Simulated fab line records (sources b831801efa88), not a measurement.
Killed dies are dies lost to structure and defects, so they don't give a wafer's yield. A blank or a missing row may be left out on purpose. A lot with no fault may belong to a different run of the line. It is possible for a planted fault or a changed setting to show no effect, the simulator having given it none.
Chamber matching    flow sky130    SKY_POLY_CUT_ETCH_11 on rieDiel-01 has 4 sister chambers
The step etches Si3N4 in CF4/CH2F2/Ar, stops on poly-Si, time 42.5 s, target depth 60 nm. 4 wafers are shown with their chamber, then 12 later ones without.

== WAFERS PAIRED WITH THEIR CHAMBERS ==
wafer   chamber  throttleValvePct (%)
L085.3  2        14.989
L086.1  0        15.002
L086.4  3        14.998
L086.6  1        14.991

== WAFERS WHOSE CHAMBER IS MISSING ==
wafer   throttleValvePct (%)
L092.1  14.995
L092.2  15.003
L092.4  15.004
L091.3  15.007
L091.5  14.996
L091.6  15.003
L096.2  14.994
L096.3  14.997
L096.6  14.998
L097.2  14.997
L097.4  15.000
L097.6  14.997

== WHICH CHAMBER EACH ONE RAN IN ==
wafer   from the rows above                in truth
L092.1  can't be placed: 3 or 1 or 2 or 0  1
L092.2  can't be placed: 0 or 3            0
L092.4  can't be placed: 0 or 3            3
L091.3  can't be placed: 0 or 3            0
L091.5  can't be placed: 3 or 1 or 0       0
L091.6  can't be placed: 0 or 3            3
L096.2  can't be placed: 1 or 3 or 2       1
L096.3  can't be placed: 3 or 0            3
L096.6  can't be placed: 3 or 0            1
L097.2  can't be placed: 3 or 0            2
L097.4  can't be placed: 0 or 3            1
L097.6  can't be placed: 3 or 0            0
Placed correctly: 0 of 12. Not placeable from these rows: 12 (in 9, the candidates include the true chamber). Number placed wrongly: 0.
How it was worked out, from the rows above alone: a wafer's distance from a chamber is the root of the sum, over the readings, of the square of ((its reading less the chamber's mean) divided by the reading's scatter). The wafer belongs to the nearest chamber; if the next one is less than 2 further off, it can't be placed. A chamber's mean is the mean of its shown wafers. The scatter: with one shown wafer a chamber, the root of the mean of the squares of how far each hidden wafer lies from its nearest shown one.
